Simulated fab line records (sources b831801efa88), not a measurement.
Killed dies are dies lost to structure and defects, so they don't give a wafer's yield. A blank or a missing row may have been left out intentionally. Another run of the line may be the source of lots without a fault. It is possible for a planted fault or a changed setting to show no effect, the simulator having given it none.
Split-lot experiment ; flow sky130 ; route with 708 steps; 5 lots, 23 wafers read

ON THE SPLIT
At SKY_METAL3_EXPOSE_10 (exposes mask MM3, target cd 300 nm), the setting dose_mj was moved away from the recipe's 28 on 11 of the 23 wafers read, by -6.4% to -3.5%. The other wafers ran this setting at the recipe's value.

FROM THE SPLIT TO THE READING: what the file shows between them, 2 steps
- SKY_METAL3_PEB_11
- SKY_METAL3_DEVELOP_12: develop time 60 s

THE READING
At SKY_METAL3_CD_MEAS_13: cd_nm in nanometres, against a target cd of 300 nm. A value of 299.4 nm with a standard deviation of 1.2 nm is what fault-free wafers of this fab line usually give.

wafer;tool, chamber at the split;dose_mj as run;against the recipe;cd_nm, nm;against lot-mates on the recipe
L077.1;krf_scanner-02, 0;28;recipe;298.5;-
L077.4;krf_scanner-02, 0;28;recipe;298.7;-
L077.6;krf_scanner-02, 0;28;recipe;300.4;-
L078.1;krf_scanner-02, 0;26.38;-5.8%;312.0;+11.7
L078.2;krf_scanner-02, 0;28;recipe;300.0;-
L078.4;krf_scanner-02, 0;26.38;-5.8%;311.2;+10.9
L078.5;krf_scanner-02, 0;26.38;-5.8%;311.1;+10.8
L078.6;krf_scanner-02, 0;28;recipe;300.6;-
L081.1;krf_scanner-01, 0;26.21;-6.4%;311.4;+12.5
L081.2;krf_scanner-01, 0;26.21;-6.4%;311.4;+12.5
L081.3;krf_scanner-01, 0;28;recipe;298.9;-
L081.4;krf_scanner-01, 0;28;recipe;298.9;-
L081.5;krf_scanner-01, 0;26.21;-6.4%;310.1;+11.2
L083.1;krf_scanner-02, 0;26.69;-4.7%;308.8;+7.4
L083.3;krf_scanner-02, 0;26.69;-4.7%;309.7;+8.2
L083.4;krf_scanner-02, 0;26.69;-4.7%;311.2;+9.8
L083.5;krf_scanner-02, 0;28;recipe;301.5;-
L083.6;krf_scanner-02, 0;28;recipe;301.4;-
L082.2;krf_scanner-02, 0;28;recipe;297.7;-
L082.3;krf_scanner-02, 0;28;recipe;299.6;-
L082.4;krf_scanner-02, 0;27.03;-3.5%;306.1;+7.0
L082.5;krf_scanner-02, 0;28;recipe;300.1;-
L082.6;krf_scanner-02, 0;27.03;-3.5%;306.5;+7.4

FIT RESULTS
A straight line over all 23 wafers: cd_nm changes by -1.93 nm for each +1% of dose_mj; r = -0.98; the points scatter about the line by 1.2 nm.
The same after taking each lot's own level away (the mean of its wafers on the recipe; 23 wafers): -1.89 nm for each +1%; r = -0.99; scatter 0.74 nm.
On that fit, the largest move of dose_mj shifts the reading by 12 nm.
The lots' own levels span 298.90 to 301.45 nm, that is 2.1 times the standard deviation above.
The two slopes are in agreement: the lot-to-lot level therefore moves the slope only a little.
Check: +12.1 nm against its lot-mates is what the line predicts for one of the wafers moved furthest among these (-6.4%) when that wafer is left out of the fit. It came out at +12.5 nm against them.

FURTHER SPLITS ON THESE WAFERS
These wafers also went through other splits before the reading. Each is held against what the fit with the lots' levels taken away leaves over:
other split on the same wafers;wafers away from the commonest value;r with cd_nm (lot level and that fit taken away)
SKY_CONTACT_DEVELOP_13 develop_time_s;10;-0.06
SKY_CONTACT_SPUTTER_23 chamber_pressure_pa;15;-0.07
SKY_METAL1_SPUTTER_03 time_s;7;-0.16
SKY_VIA1_HDPCVD_00 sih4_flow_sccm;11;-0.04
SKY_METAL2_SPUTTER_02 power_w;7;-0.04
SKY_METAL2_SPUTTER_04 time_s;11;-0.01
SKY_METAL2_METAL_ETCH_19 time_s;7;-0.04
SKY_VIA2_HDPCVD_00 time_s;10;-0.05

THE WHOLE CHAIN: every reading that the file lists as answering this split, in the file's order
step;what it does;reading;change (the file's fit);r (the file's)
SKY_METAL3_DEVELOP_12;develop time 60 s;METAL3.cd_nm (the simulator's own value, which no gauge read);-1.89 nm for each +1% of the setting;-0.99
SKY_METAL3_CD_MEAS_13;target cd 300 nm;cd_nm;-1.9 nm for each +1% of the setting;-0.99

THE FILE'S OWN FIT
cd_nm changes by -1.9 nm for each +1% of dose_mj, r = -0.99.
